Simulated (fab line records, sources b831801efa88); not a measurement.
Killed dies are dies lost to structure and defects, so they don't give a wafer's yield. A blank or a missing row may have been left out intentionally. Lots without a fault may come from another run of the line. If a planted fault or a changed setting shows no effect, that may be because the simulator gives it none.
Which tool did it? | flow gf180mcu | 11 lots (33 wafers sampled), 1 step of a 602-step route

## WHAT THE GAUGES SHOWED, per wafer
GF_V5_BOW_MEAS_05.
lot  | measured     | on           | V5_BOW (um)
L386 | day 26 07:34 | filmMetro-03 | 130 141 134
L387 | day 26 09:33 | filmMetro-03 | 136 137 152
L390 | day 27 17:25 | filmMetro-04 | 123 140 134
L391 | day 27 19:59 | filmMetro-03 | 149 139 140
L392 | day 28 07:20 | filmMetro-03 | 131 132 121
L393 | day 28 20:02 | filmMetro-04 | 139 158 146
L396 | day 29 17:58 | filmMetro-02 | 132 130 124
L398 | day 30 06:16 | filmMetro-04 | 150 143 137
L407 | day 32 10:59 | filmMetro-03 | 127 138 133
L408 | day 32 17:52 | filmMetro-02 | 139 134 134
L409 | day 33 01:05 | filmMetro-04 | 133 135 138

## WHICH TOOL RAN EACH LOT (tool, then ch and the chambers of the sampled wafers, then the start)
No process step before these readings appears in the record.

## AS READ BY THE TOOLS THEMSELVES (means over the sampled wafers that have a number; for cases with no such wafer, the mark the record gives instead)
The record holds no such reading with a usual standard deviation.

## THE ANSWER, worked out from the rows above alone
Rule: the usual values come from the lots themselves. Put in order of their means at a reading, lots are off if they are a third of the lots or fewer, leave a main group of 4 or more, and stand apart from it by a gap of 3 or more times the standard deviation of the main group's means; of several such gaps the widest counts. If all means in a main group match to the digits the tables above print for the reading, that group is not used. Also off: a lot with no number at a reading for which 4 or more lots have one. Where the step has rows for the other lots, those lots are counted as sound. The gauges are gone through in route order, then the tools' own readings, and for those a lot's mean is taken as printed above. The first step at which some lot is off is used, and at that step the reading that is off furthest; a lot without a number counts as furthest.
No lot is off at any reading shown: from this, nothing can be told.

## WHAT HAD BEEN PUT IN BY THE SIMULATOR
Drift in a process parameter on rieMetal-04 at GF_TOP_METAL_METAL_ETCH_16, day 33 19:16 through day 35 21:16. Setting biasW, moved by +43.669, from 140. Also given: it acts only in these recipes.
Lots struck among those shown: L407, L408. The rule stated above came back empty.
